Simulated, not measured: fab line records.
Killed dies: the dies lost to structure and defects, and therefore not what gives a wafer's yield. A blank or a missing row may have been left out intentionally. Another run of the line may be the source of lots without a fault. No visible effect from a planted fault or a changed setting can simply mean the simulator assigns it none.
Which tool is to blame?    flow gf180mcu    7 lots, 21 wafers sampled, at 1 step of a route of 602

== WHAT THE GAUGES SHOWED, per wafer ==
GF_STI_CD_MEAS_12: the cd target is 220 nm.
lot   measured     on         cd nm (nm)
L666  day 2 12:24  cd sem-02  222.0 222.1 222.1
L668  day 2 22:09  cd sem-02  220.0 219.8 219.7
L671  day 3 12:45  cd sem-02  220.8 221.2 222.0
L674  day 4 04:51  cd sem-02  220.8 221.4 221.3
L677  day 4 21:00  cd sem-01  218.8 218.5 219.1
L679  day 5 06:21  cd sem-02  221.4 222.3 221.5
L686  day 6 18:07  cd sem-01  220.9 220.6 219.7

== TOOL THAT RAN EACH LOT (tool first, then ch and the chambers of the sampled wafers, then the start) ==
There is no process step in the record ahead of these readings.

== THE ANSWER, worked out from the rows above alone ==
Rule: what is usual is taken from the lots themselves. Put in order of their means at a reading, lots are off if they are a third of the lots or fewer, leave a main group of 4 or more, and stand apart from it by a gap of 3 or more times the standard deviation of the main group's means; of several such gaps the widest counts. A main group is skipped when, at the precision printed for the reading in the tables above, its means are all equal. Also off: a lot with no number at a reading for which 4 or more lots have one. Any other lot the step has rows for is counted as sound.
Nothing can be told from this: no lot is off at any reading shown.

== WHAT WAS PUT IN BY THE SIMULATOR ==
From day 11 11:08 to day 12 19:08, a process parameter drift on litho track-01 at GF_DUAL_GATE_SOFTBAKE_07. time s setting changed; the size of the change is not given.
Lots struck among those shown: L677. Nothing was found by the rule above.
